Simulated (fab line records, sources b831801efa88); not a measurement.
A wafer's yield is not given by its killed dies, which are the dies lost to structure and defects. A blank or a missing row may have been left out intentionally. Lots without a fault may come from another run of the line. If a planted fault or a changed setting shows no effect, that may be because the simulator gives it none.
fab line records + flow sky130
record
- lots=12
- wafers=36
- last_day=50
route steps=708 shown CAPM@537 METAL3@565 VIA3@574 METAL4@602 PAD_OPEN@708
lots that met no fault: from a run of the same line without faults
start_h: start of the lot's first displayed wafer, in hours after the record's first day + wait_h: time in hours since the lot's previous step + " repeats the value in the row above + L1.1+2: a row that stands for several wafers + - either no value or no given start + * or withheld: withheld + < > ~ a bound
route shown NAME@n: a module of which the file shows steps, and the number in the route of the first + usual: average and standard deviation across the fault-free wafers + same: alike in all rows + chamber/n: place in a boat + sites: readings site by site + _std_site: the standard deviation of these + _edge_site: mean of outer sites minus mean of inner sites + radius_mm: for every site, how far away it sits from the centre of the wafer + mask NAME#n: copy n + behind: the most recent tool/chamber to have shaped the wafer + hold: why the lot was held/for how many hours/how that ended + device: whichever transistor did not switch (one of n, p or np) + end of line: the tests these same wafers got at the end of their route + a step given without rows: its recipe and nothing more + killed: dies that structure and defects cost at the first sort, which is not the same as the wafer's yield + map: shows each die of a wafer: x if killed, . if not, _ if none is there
set.NAME: the setting as run; set.NAME@STEP: as run at that earlier step + model.NAME: the simulator's own value behind a step, which no gauge read
one table for each step of the route and one row for each wafer, over a sample of lots
services: from which hour (start_h, from the record's first day; less than 0 if before it) a tool's chamber was out of use, for how many hours, and why
## steps
# step SKY_CAPM_CVD_00
# recipe
- material=SiO2
- target_thk_nm=15.5
- temp_c=400
- time_s=withheld
- rf_w=450
# usual
- heater_power_w=724/97
| lot.wafer | tool     | chamber | start_h | wait_h | heater_power_w |
|-----------|----------|---------|---------|--------|----------------|
| L338.1    | pecvd-02 | 1       | 888.78  | 0.0    | 783            |
| L338.3    | "        | 2       | "       | "      | 606            |
| L338.4    | "        | 0       | "       | "      | 784            |
| L336.1    | pecvd-02 | 2       | 893.54  | 0.0    | 618            |
| L336.4    | "        | 2       | "       | "      | 629            |
| L336.5    | "        | 1       | "       | "      | 824            |
| L337.1    | pecvd-02 | 2       | 897.11  | 0.0    | 542            |
| L337.2    | "        | 1       | "       | "      | 799            |
| L337.4    | "        | 0       | "       | "      | 805            |
| L340.3    | pecvd-01 | 1       | 903.46  | 0.0    | 701            |
| L340.5    | "        | 1       | "       | "      | 727            |
| L340.6    | "        | 2       | "       | "      | 608            |
| L339.4    | pecvd-03 | 1       | 906.71  | 0.0    | 798            |
| L339.5    | "        | 0       | "       | "      | 781            |
| L339.6    | "        | 2       | "       | "      | 635            |
| L343.3    | pecvd-01 | 0       | 927.51  | 0.0    | 847            |
| L343.5    | "        | 0       | "       | "      | 822            |
| L343.6    | "        | 1       | "       | "      | 723            |
| L345.1    | pecvd-02 | 1       | 937.73  | 0.0    | 788            |
| L345.3    | "        | 0       | "       | "      | 758            |
| L345.5    | "        | 1       | "       | "      | 816            |
| L347.3    | pecvd-02 | 0       | 950.87  | 0.0    | 665            |
| L347.4    | "        | 0       | "       | "      | 686            |
| L347.6    | "        | 2       | "       | "      | 512            |
| L348.2    | pecvd-02 | 1       | 954.91  | 0.0    | 768            |
| L348.3    | "        | 0       | "       | "      | 786            |
| L348.6    | "        | 1       | "       | "      | 774            |
| L353.1    | pecvd-02 | 2       | 990.22  | 0.0    | 610            |
| L353.2    | "        | 0       | "       | "      | 723            |
| L353.4    | "        | 0       | "       | "      | 722            |
| L354.2    | pecvd-01 | 2       | 1002.73 | 0.0    | 687            |
| L354.3    | "        | 1       | "       | "      | 711            |
| L354.4    | "        | 2       | "       | "      | 702            |
| L357.2    | pecvd-02 | 1       | 1018.64 | 0.0    | 812            |
| L357.3    | "        | 2       | "       | "      | 621            |
| L357.6    | "        | 2       | "       | "      | 613            |
# step SKY_METAL3_DESCUM_15
# recipe
- chemistry=O2
- source_power_w=150
- bias_power_w=0
- pressure_mtorr=10
- temp_c=40
- time_s=8
# usual
- chamber_pressure_mTorr=10.000/0.0094
- drypump_motor_current_A=6.0/0.31
- oes_product_au=0.998/0.0086
| lot.wafer | tool         | chamber | start_h | wait_h | chamber_pressure_mTorr | drypump_motor_current_A | oes_product_au | rf_hours_counter_h |
|-----------|--------------|---------|---------|--------|------------------------|-------------------------|----------------|--------------------|
| L338.1    | rie_metal-02 | 1       | 938.75  | 0.0    | 10.008                 | 5.7                     | 1.006          | 7                  |
| L338.3    | "            | 1       | "       | "      | 9.991                  | 5.7                     | 1.004          | -                  |
| L338.4    | "            | 0       | "       | "      | 9.987                  | 5.6                     | 1.006          | -                  |
| L336.1    | rie_metal-02 | 1       | 943.26  | 0.0    | 10.000                 | 5.7                     | 1.008          | 7                  |
| L336.4    | "            | 1       | "       | "      | 9.997                  | 5.7                     | 0.997          | -                  |
| L336.5    | "            | 0       | "       | "      | 10.010                 | 5.6                     | 1.013          | -                  |
| L337.1    | rie_metal-01 | 1       | 947.45  | 0.0    | 9.989                  | 6.2                     | 1.011          | 10                 |
| L337.2    | "            | 0       | "       | "      | 10.004                 | 6.4                     | 1.004          | 3                  |
| L337.4    | "            | 0       | "       | "      | 10.013                 | 6.4                     | 0.980          | -                  |
| L340.3    | rie_metal-01 | 0       | 952.21  | 0.0    | 10.011                 | 6.4                     | 0.989          | -                  |
| L340.5    | "            | 1       | "       | "      | 10.003                 | 6.2                     | 0.994          | -                  |
| L340.6    | "            | 0       | "       | "      | 10.021                 | 6.4                     | 0.990          | -                  |
| L339.4    | rie_metal-04 | 0       | 956.68  | 0.0    | 9.993                  | 5.7                     | 0.991          | -                  |
| L339.5    | "            | 1       | "       | "      | 10.000                 | 6.0                     | 0.989          | -                  |
| L339.6    | "            | 0       | "       | "      | 10.014                 | 5.7                     | 0.987          | -                  |
| L343.3    | rie_metal-02 | 1       | 976.86  | 0.0    | 10.000                 | 5.7                     | 1.001          | -                  |
| L343.5    | "            | 0       | "       | "      | 9.991                  | 5.6                     | 0.993          | -                  |
| L343.6    | "            | 1       | "       | "      | 9.989                  | 5.7                     | 1.003          | -                  |
| L345.1    | rie_metal-02 | 1       | 986.95  | 0.0    | 9.999                  | 5.7                     | 1.006          | 10                 |
| L345.3    | "            | 0       | "       | "      | 9.999                  | 5.6                     | 0.994          | -                  |
| L345.5    | "            | 1       | "       | "      | 10.001                 | 5.7                     | 1.010          | -                  |
| L347.3    | rie_metal-04 | 0       | 999.08  | 0.0    | 10.001                 | 5.7                     | 0.988          | -                  |
| L347.4    | "            | 0       | "       | "      | 9.990                  | 5.7                     | 1.000          | -                  |
| L347.6    | "            | 0       | "       | "      | 10.010                 | 5.7                     | 0.982          | -                  |
| L348.2    | rie_metal-04 | 0       | 1003.66 | 0.0    | 10.003                 | 5.7                     | 0.997          | -                  |
| L348.3    | "            | 0       | "       | "      | 9.998                  | 5.7                     | 0.997          | -                  |
| L348.6    | "            | 0       | "       | "      | 9.994                  | 5.7                     | 0.990          | -                  |
| L353.1    | rie_metal-01 | 0       | 1037.05 | 0.0    | 10.008                 | 6.4                     | 0.997          | 8                  |
| L353.2    | "            | 1       | "       | "      | 10.000                 | 6.2                     | 1.004          | 15                 |
| L353.4    | "            | 1       | "       | "      | 9.999                  | 6.2                     | 1.013          | -                  |
| L354.2    | rie_metal-04 | 1       | 1048.36 | 0.0    | 9.994                  | 6.0                     | 0.978          | 17                 |
| L354.3    | "            | 1       | "       | "      | 9.994                  | 6.0                     | 0.982          | -                  |
| L354.4    | "            | 0       | "       | "      | 9.992                  | 5.7                     | 1.000          | -                  |
| L357.2    | rie_metal-01 | 0       | 1063.31 | 0.0    | 10.003                 | 6.4                     | 0.988          | 9                  |
| L357.3    | "            | 1       | "       | "      | 10.017                 | 6.3                     | 1.012          | -                  |
| L357.6    | "            | 0       | "       | "      | 10.003                 | 6.4                     | 0.993          | -                  |
# step SKY_VIA3_THK_MEAS_01
# recipe
- reads=SiO2_of_VIA3_HDPCVD_00
# usual
- VIA3_HDPCVD_THK=1630/16
| lot.wafer | tool          | chamber | start_h | wait_h | VIA3_HDPCVD_THK[nm] |
|-----------|---------------|---------|---------|--------|---------------------|
| L338.1    | film_metro-02 | -       | 939.85  | 0.1    | 1629                |
| L338.3    | "             | -       | "       | "      | 1658                |
| L338.4    | "             | -       | "       | "      | 1640                |
| L336.1    | film_metro-02 | -       | 944.35  | 0.1    | 1611                |
| L336.4    | "             | -       | "       | "      | 1633                |
| L336.5    | "             | -       | "       | "      | 1593                |
| L337.1    | film_metro-01 | -       | 948.57  | 0.1    | 1612                |
| L337.2    | "             | -       | "       | "      | 1618                |
| L337.4    | "             | -       | "       | "      | 1609                |
| L340.3    | film_metro-02 | -       | 953.32  | 0.1    | 1611                |
| L340.5    | "             | -       | "       | "      | 1620                |
| L340.6    | "             | -       | "       | "      | 1628                |
| L339.4    | film_metro-02 | -       | 957.79  | 0.0    | 1622                |
| L339.5    | "             | -       | "       | "      | 1627                |
| L339.6    | "             | -       | "       | "      | 1617                |
| L343.3    | film_metro-02 | -       | 977.97  | 0.1    | 1638                |
| L343.5    | "             | -       | "       | "      | 1619                |
| L343.6    | "             | -       | "       | "      | 1645                |
| L345.1    | film_metro-01 | -       | 988.04  | 0.1    | 1624                |
| L345.3    | "             | -       | "       | "      | 1624                |
| L345.5    | "             | -       | "       | "      | 1625                |
| L347.3    | film_metro-01 | -       | 1000.30 | 0.1    | 1618                |
| L347.4    | "             | -       | "       | "      | 1625                |
| L347.6    | "             | -       | "       | "      | 1652                |
| L348.2    | film_metro-01 | -       | 1004.93 | 0.1    | 1623                |
| L348.3    | "             | -       | "       | "      | 1623                |
| L348.6    | "             | -       | "       | "      | 1627                |
| L353.1    | film_metro-01 | -       | 1038.17 | 0.1    | 1659                |
| L353.2    | "             | -       | "       | "      | 1669                |
| L353.4    | "             | -       | "       | "      | 1650                |
| L354.2    | film_metro-02 | -       | 1049.46 | 0.1    | 1645                |
| L354.3    | "             | -       | "       | "      | 1641                |
| L354.4    | "             | -       | "       | "      | 1648                |
| L357.2    | film_metro-01 | -       | 1064.41 | 0.1    | 1643                |
| L357.3    | "             | -       | "       | "      | 1637                |
| L357.6    | "             | -       | "       | "      | 1648                |
# step SKY_METAL4_SPUTTER_04
# recipe
- material=TiN
- target_thk_nm=70
- power_w=6500
- time_s=58.3
- chamber_pressure_pa=0.4
# usual
- cathode_dc_power_W=6500.0/1.4
- throttle_valve_pct=30.1/1.1
| lot.wafer | tool           | chamber | start_h | wait_h | cathode_dc_power_W | throttle_valve_pct |
|-----------|----------------|---------|---------|--------|--------------------|--------------------|
| L338.1    | pvd_sputter-03 | -       | 965.71  | 0.0    | 6500.4             | 28.3               |
| L338.3    | "              | -       | "       | "      | 6500.2             | 32.0               |
| L338.4    | "              | -       | "       | "      | 6499.5             | 29.9               |
| L336.1    | pvd_sputter-02 | -       | 970.53  | 0.0    | 6498.7             | 29.5               |
| L336.4    | "              | -       | "       | "      | 6499.9             | 30.6               |
| L336.5    | "              | -       | "       | "      | 6499.5             | 30.6               |
| L337.1    | pvd_sputter-02 | -       | 974.58  | 0.0    | 6501.6             | 29.5               |
| L337.2    | "              | -       | "       | "      | 6500.7             | 31.2               |
| L337.4    | "              | -       | "       | "      | 6500.3             | 29.3               |
| L340.3    | pvd_sputter-01 | -       | 978.96  | 0.0    | 6498.7             | 31.9               |
| L340.5    | "              | -       | "       | "      | 6499.7             | 30.9               |
| L340.6    | "              | -       | "       | "      | 6495.9             | 31.7               |
| L339.4    | pvd_sputter-03 | -       | 984.42  | 0.0    | 6502.3             | 28.3               |
| L339.5    | "              | -       | "       | "      | 6500.9             | 30.1               |
| L339.6    | "              | -       | "       | "      | 6499.5             | 28.4               |
| L343.3    | pvd_sputter-03 | -       | 1003.16 | 0.0    | 6499.3             | 28.9               |
| L343.5    | "              | -       | "       | "      | 6501.3             | 28.4               |
| L343.6    | "              | -       | "       | "      | 6501.6             | 32.1               |
| L345.1    | pvd_sputter-02 | -       | 1013.43 | 0.0    | 6501.1             | 30.9               |
| L345.3    | "              | -       | "       | "      | 6497.9             | 29.3               |
| L345.5    | "              | -       | "       | "      | 6500.0             | 31.1               |
| L347.3    | pvd_sputter-03 | -       | 1025.01 | 0.0    | 6500.7             | 30.0               |
| L347.4    | "              | -       | "       | "      | 6501.1             | 31.9               |
| L347.6    | "              | -       | "       | "      | 6499.6             | 28.2               |
| L348.2    | pvd_sputter-03 | -       | 1029.01 | 0.0    | 6501.1             | 32.0               |
| L348.3    | "              | -       | "       | "      | 6497.4             | 29.0               |
| L348.6    | "              | -       | "       | "      | 6499.0             | 29.1               |
| L353.1    | pvd_sputter-02 | -       | 1061.37 | 0.0    | 6499.6             | 29.3               |
| L353.2    | "              | -       | "       | "      | 7050.1             | 30.8               |
| L353.4    | "              | -       | "       | "      | 6499.3             | 31.0               |
| L354.2    | pvd_sputter-01 | -       | 1072.98 | 0.0    | 6499.7             | 31.0               |
| L354.3    | "              | -       | "       | "      | 6502.9             | 31.8               |
| L354.4    | "              | -       | "       | "      | 6499.2             | 29.8               |
| L357.2    | pvd_sputter-03 | -       | 1088.08 | 0.0    | 6501.3             | 31.7               |
| L357.3    | "              | -       | "       | "      | 6500.1             | 29.1               |
| L357.6    | "              | -       | "       | "      | 6500.0             | 31.9               |
# step SKY_PAD_OPEN_PROBE_99
# usual
- defect_limited_yield=82.2/1.9
- killed_at_M0_to_M3=44/6.7
- killed_at_M4_up=3.1/1.8
- killed_at_contacts=24/5.1
- killed_at_front_end=16/4.7
- killed_at_other=0.3/0.59
- killed_dies=88/9.6
- killed_open=48/7.3
- killed_short=39/6.5
- sort_bin_3_pad_short=0.9/0.43
- sort_bin_5_function=10.6/1.6
- sort_bin_6_memory=6.3/1.1
- sort_n_pass=404/9.6
- sort_yield_pct=82.2/1.9
# same
- gross_dies=492
- killed_at_back_side=0
- sort_bin_4_leakage[%]=0
- sort_bin_8_speed[%]=0
| lot.wafer | tool      | chamber | start_h | wait_h | defect_limited_yield[%] | killed_at_M0_to_M3 | killed_at_M4_up | killed_at_contacts | killed_at_front_end | killed_at_other | killed_dies | killed_open | killed_short | sort_bin_3_pad_short[%] | sort_bin_5_function[%] | sort_bin_6_memory[%] | sort_n_pass | sort_yield_pct[%] |
|-----------|-----------|---------|---------|--------|-------------------------|--------------------|-----------------|--------------------|---------------------|-----------------|-------------|-------------|--------------|-------------------------|------------------------|----------------------|-------------|-------------------|
| L345.1    | prober-02 | -       | 1148.16 | 0.1    | 81.7                    | 41                 | 0               | 25                 | 24                  | 0               | 90          | 45          | 45           | 1.2                     | 11.0                   | 6.1                  | 402         | 81.7              |
| L345.3    | prober-02 | -       | 1148.26 | 0.2    | 80.7                    | 47                 | 8               | 26                 | 14                  | 0               | 95          | 53          | 42           | 1.6                     | 12.2                   | 5.5                  | 397         | 80.7              |
| L345.5    | prober-02 | -       | 1148.36 | 0.2    | 80.1                    | 51                 | 3               | 21                 | 23                  | 0               | 98          | 55          | 43           | 0.2                     | 12.2                   | 7.5                  | 394         | 80.1              |
| L347.3    | prober-02 | -       | 1158.31 | 0.2    | 81.3                    | 39                 | 8               | 30                 | 14                  | 1               | 92          | 49          | 43           | 0.6                     | 11.4                   | 6.7                  | 400         | 81.3              |
| L347.4    | prober-02 | -       | 1158.36 | 0.2    | 81.5                    | 48                 | 3               | 20                 | 20                  | 0               | 91          | 55          | 36           | 0.6                     | 11.6                   | 6.3                  | 401         | 81.5              |
| L347.6    | prober-02 | -       | 1158.46 | 0.2    | 79.3                    | 55                 | 4               | 33                 | 10                  | 0               | 102         | 63          | 39           | 0.6                     | 13.6                   | 6.5                  | 390         | 79.3              |
| L348.2    | prober-01 | -       | 1159.96 | 0.1    | 84.3                    | 41                 | 2               | 29                 | 5                   | 0               | 77          | 45          | 32           | 0.6                     | 11.0                   | 4.1                  | 415         | 84.3              |
| L348.3    | prober-01 | -       | 1160.01 | 0.2    | 86.2                    | 30                 | 3               | 23                 | 11                  | 1               | 68          | 41          | 26           | 0                       | 7.7                    | 6.1                  | 424         | 86.2              |
| L348.6    | prober-01 | -       | 1160.16 | 0.2    | 78.0                    | 54                 | 8               | 27                 | 19                  | 0               | 108         | 53          | 54           | 1.6                     | 12.0                   | 8.3                  | 384         | 78.0              |
# killed by level:class
L345.1 CONTACT:geometric_particle:open=10 FIELD_ISO:geometric_particle:short=7 POLY_GATE:geometric_particle:short=7 CONTACT:geometric_particle:short=6 VIA1:geometric_particle:open=6 METAL2:geometric_particle:short=6 VIA2:geometric_particle:open=5 VIA3:geometric_particle:open=5
L345.3 VIA1:geometric_particle:open=16 CONTACT:geometric_particle:open=11 LOCAL_INTERCONNECT:geometric_particle:short=6 METAL4:geometric_particle:short=6 VIA2:geometric_particle:open=5 VIA3:geometric_particle:open=5 FIELD_ISO:geometric_particle:open=4 LI_CONTACT:geometric_particle:open=4
L345.5 VIA1:geometric_particle:open=10 VIA2:geometric_particle:open=9 LI_CONTACT:geometric_particle:open=7 VIA3:geometric_particle:open=7 FIELD_ISO:geometric_particle:short=6 CONTACT:geometric_particle:open=6 POLY_GATE:geometric_particle:open=5 CONTACT:geometric_particle:short=5
L347.3 VIA1:geometric_particle:open=11 LI_CONTACT:geometric_particle:open=9 CONTACT:geometric_particle:open=8 CONTACT:geometric_particle:short=6 METAL1:geometric_particle:short=5 METAL4:geometric_particle:short=5 FIELD_ISO:geometric_particle:short=4 FIELD_ISO:geometric_particle:open=4
L347.4 VIA1:geometric_particle:open=12 VIA3:geometric_particle:open=11 CONTACT:geometric_particle:open=7 VIA2:geometric_particle:open=7 POLY_GATE:geometric_particle:open=6 LI_CONTACT:geometric_particle:open=6 CONTACT:geometric_particle:short=6 POLY_GATE:geometric_particle:short=5
L347.6 VIA1:geometric_particle:open=16 CONTACT:geometric_particle:open=12 VIA2:geometric_particle:open=11 LI_CONTACT:geometric_particle:open=9 CONTACT:geometric_particle:short=6 VIA1:geometric_particle:short=6 VIA3:geometric_particle:short=5 VIA3:geometric_particle:open=5
L348.2 LI_CONTACT:geometric_particle:open=9 CONTACT:geometric_particle:open=9 VIA1:geometric_particle:open=9 VIA3:geometric_particle:open=7 CONTACT:geometric_particle:short=6 VIA2:geometric_particle:open=5 METAL2:geometric_particle:short=4 VIA1:geometric_particle:short=4
L348.3 VIA1:geometric_particle:open=13 CONTACT:geometric_particle:open=7 LI_CONTACT:geometric_particle:open=6 LI_CONTACT:geometric_particle:short=5 POLY_CUT:geometric_particle:open=3 CONTACT:geometric_particle:short=3 METAL1:geometric_particle:short=3 VIA3:geometric_particle:open=3
L348.6 CONTACT:geometric_particle:open=12 METAL1:geometric_particle:short=11 VIA1:geometric_particle:open=10 LI_CONTACT:geometric_particle:open=8 METAL4:geometric_particle:short=7 VIA3:geometric_particle:open=7 VIA2:geometric_particle:open=6 SPACER:geometric_particle:short=5
## services
| tool           | chamber | start_h | hours | kind                          |
|----------------|---------|---------|-------|-------------------------------|
| pecvd-01       | -       | 880.72  | 12.0  | repair                        |
| rie_metal-02   | 0       | 880.93  | 6.1   | repair                        |
| pvd_sputter-03 | -       | 883.22  | 1.0   | repair                        |
| pecvd-02       | 1       | 900.88  | 5.5   | scheduled_down                |
| rie_metal-01   | 0       | 909.07  | 8.1   | repair                        |
| pecvd-01       | 1       | 914.66  | 2.1   | scheduled_down                |
| pvd_sputter-03 | -       | 939.55  | 3.3   | repair                        |
| rie_metal-04   | 1       | 993.70  | 12.3  | repair                        |
| pecvd-03       | 1       | 1008.73 | 5.5   | scheduled_down                |
| pvd_sputter-02 | -       | 1008.85 | 1.6   | repair                        |
| pecvd-01       | -       | 1014.23 | 2.3   | repair                        |
| pecvd-03       | 0       | 1028.90 | 5.0   | scheduled_down                |
| pecvd-02       | 2       | 1032.28 | 2.1   | scheduled_down                |
| pecvd-03       | 1       | 1033.90 | 2.1   | scheduled_down                |
| pecvd-03       | 1       | 1036.03 | -     | clean                         |
| pecvd-03       | 1       | 1036.03 | -     | consumable_replace:showerhead |
| pecvd-03       | 1       | 1036.03 | 29.0  | scheduled_down                |
| pecvd-03       | 1       | 1036.03 | 29.0  | vent_cycle                    |
| pvd_sputter-01 | -       | 1040.28 | 6.3   | repair                        |
| pecvd-02       | 0       | 1041.86 | 5.5   | scheduled_down                |
| pecvd-02       | 2       | 1047.32 | 5.5   | scheduled_down                |
| pecvd-01       | -       | 1055.71 | 1.2   | repair                        |
| rie_metal-02   | -       | 1063.49 | 2.8   | pm                            |
## key
first_sign
- step=SKY_METAL4_SPUTTER_04
- reading=cathode_dc_power_W
- direction=up
- sigmas=99+
- usual=6500.0
- struck=7050.1
effect none on later readings
met_at SKY_METAL4_SPUTTER_04
struck_lots L353
struck_wafers L353.2
not_acting_at SKY_CAPM_CVD_00,SKY_METAL3_DESCUM_15,SKY_VIA3_THK_MEAS_01
onset_between 1013.43 1061.37
fault
- kind=process_parameter_drift
- tool=pvd_sputter-02
- chamber=-
- onset_h=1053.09
- steps=SKY_METAL4_SPUTTER_04
- channel=power_w
- offset=*
- shape=step
- acts_in=*
- stated=*
- scope=struck_wafers_only
